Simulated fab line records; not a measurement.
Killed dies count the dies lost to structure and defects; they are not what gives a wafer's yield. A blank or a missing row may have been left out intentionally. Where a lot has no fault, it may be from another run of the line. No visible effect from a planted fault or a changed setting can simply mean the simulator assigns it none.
Problem report in the 8D (eight disciplines) form, filled by code | flow gf180mcu | the parts of the form that need people (team, actions taken, sign-off) are left out

## 1. PROBLEM STATEMENT
beam-on-s at GF_VT_IMPLANT_IMPLANT_41 reads a mean of 11.17 s on 5 wafers of 2 lots; wafers without a fault read 10.02 s with a standard deviation of 0.21. That puts it +5.5 standard deviations away from the usual mean.
Earliest sighting: wafer L844.4 on implanter-04 at day 9 09:50. The record has a number at this step for 41 wafers belonging to 14 lots. By rule, "out" or "out of limits" means more than 4 standard deviations away from the usual mean. All remaining wafers that have a number are taken as sound.

## 2. WHAT IT IS, AND WHAT IT ISN'T
question                    | is                     | is not
which readings at this step | beam-on-s              | -
which lots                  | L844, L846             | L837, L838, L843, L845, L847, L851, L855, L856, L857, L858, L859, L860
which wafers of those lots  | all that have a number | -
read on which tools         | implanter-04           | implanter-01, implanter-03
when                        | from day 9 09:50       | up to then (9 sound wafers); but 27 sound wafers of L845, L847, L851, L855, L856, L857, L858, L859, L860 came after

## 3. THE SUSPECTS, EACH WITH WHAT RULES IT OUT
Counting: a tool at a process step up to the reading stays a suspect if it ran every lot that is out and no sound lot after the first of them.
- implanter-04 at GF_VT_IMPLANT_IMPLANT_41: ruled out as a lasting fault. After its first lot that is out, L844 (day 9 09:50), sound lots L856, L858 ran on it.
Left after counting: nothing in the record.

## 4. THE CAUSE (what the simulator had put in)
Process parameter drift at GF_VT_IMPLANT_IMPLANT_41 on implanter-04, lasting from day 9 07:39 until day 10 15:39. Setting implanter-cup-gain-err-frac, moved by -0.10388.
Counting ruled it out, wrongly.

## 5. SEQUENCE OF EFFECTS, ordered by route
Each row: a reading whose mean over the struck wafers that have a number lies more than 3 standard deviations from the usual. Only readings whose record carries a usual standard deviation are examined. hours: median over the lots of the time between each lot's start at the first step of this table that gives one and its start at this step. sigmas: the change, counted in usual standard deviations.
hours | step                     | reading            | usual   | on struck wafers | change | sigmas
0     | GF_VT_IMPLANT_IMPLANT_41 | beam-on-s          | 10.02 s | 11.17            | +1.15  | +5.5
0     | GF_VT_IMPLANT_IMPLANT_41 | faraday-current-uA | 5.70    | 5.14             | -0.56  | -4.7
Here are the process steps it includes:
- GF_VT_IMPLANT_IMPLANT_41

## 6. WHAT WOULD HAVE CAUGHT IT SOONER
In this record the first reading out of limits was taken at day 9 09:50, 2 hours after the fault began at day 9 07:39.
